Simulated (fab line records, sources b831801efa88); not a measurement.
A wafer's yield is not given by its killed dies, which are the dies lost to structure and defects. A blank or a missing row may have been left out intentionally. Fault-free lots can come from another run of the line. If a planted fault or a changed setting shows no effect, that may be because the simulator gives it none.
The tool behind it: which one? || flow sky130 || 6 lots, 18 wafers sampled, at 2 steps of a route of 708

## WHAT THE GAUGES READ, wafer by wafer
SKY_VIA2_CD_MEAS_12: target cd 200 nm.
{"lot": "L428", "measured": "day 37 14:25", "on": "cd sem-02", "cd nm (nm)": "200.4 201.0 200.0"}
{"lot": "L431", "measured": "day 38 12:07", "on": "cd sem-01", "cd nm (nm)": "199.5 201.3 201.4"}
{"lot": "L435", "measured": "day 40 04:34", "on": "cd sem-01", "cd nm (nm)": "201.0 201.8 201.5"}
{"lot": "L437", "measured": "day 40 11:07", "on": "cd sem-01", "cd nm (nm)": "199.5 199.1 200.2"}
{"lot": "L445", "measured": "day 42 19:46", "on": "cd sem-02", "cd nm (nm)": "200.9 200.8 201.4"}
{"lot": "L447", "measured": "day 43 02:29", "on": "cd sem-01", "cd nm (nm)": "199.0 197.0 198.6"}

## WHICH TOOL RAN EACH LOT (tool, then ch and the chambers of the sampled wafers, then the start)
{"lot": "L428", "SKY_METAL2_ETCH_18": "rie metal-04 ch 0,1, day 36 11:37"}
{"lot": "L431", "SKY_METAL2_ETCH_18": "rie metal-02 ch 0,1, day 37 09:19"}
{"lot": "L435", "SKY_METAL2_ETCH_18": "rie metal-04 ch 0, day 38 23:52"}
{"lot": "L437", "SKY_METAL2_ETCH_18": "rie metal-04 ch 0,1, day 39 08:16"}
{"lot": "L445", "SKY_METAL2_ETCH_18": "rie metal-02 ch 0,1, day 41 18:31"}
{"lot": "L447", "SKY_METAL2_ETCH_18": "rie metal-01 ch 0,1, day 42 01:52"}
- SKY_METAL2_ETCH_18: etches BARC in N2/H2, stops on SiO2, time 45.9 s, target depth 60 nm.

## THE ANSWER, worked out from the rows above alone
Rule: the usual values come from the lots themselves. The widest of any qualifying gaps counts: lots, ordered by their means at a reading, are off when they make up no more than a third of the lots, leave a main group of 4 or more, and stand apart from it by 3 or more times the standard deviation of that group's means. A main group whose means are all the same, to the digits that the tables above print for the reading, isn't used. Also off: a lot with no number at a reading for which 4 or more lots have one. Where the step has rows for the other lots, those lots are counted as sound.
No lot is off on any of the readings shown, so nothing can be concluded from this.

## WHAT HAD BEEN PUT IN BY THE SIMULATOR
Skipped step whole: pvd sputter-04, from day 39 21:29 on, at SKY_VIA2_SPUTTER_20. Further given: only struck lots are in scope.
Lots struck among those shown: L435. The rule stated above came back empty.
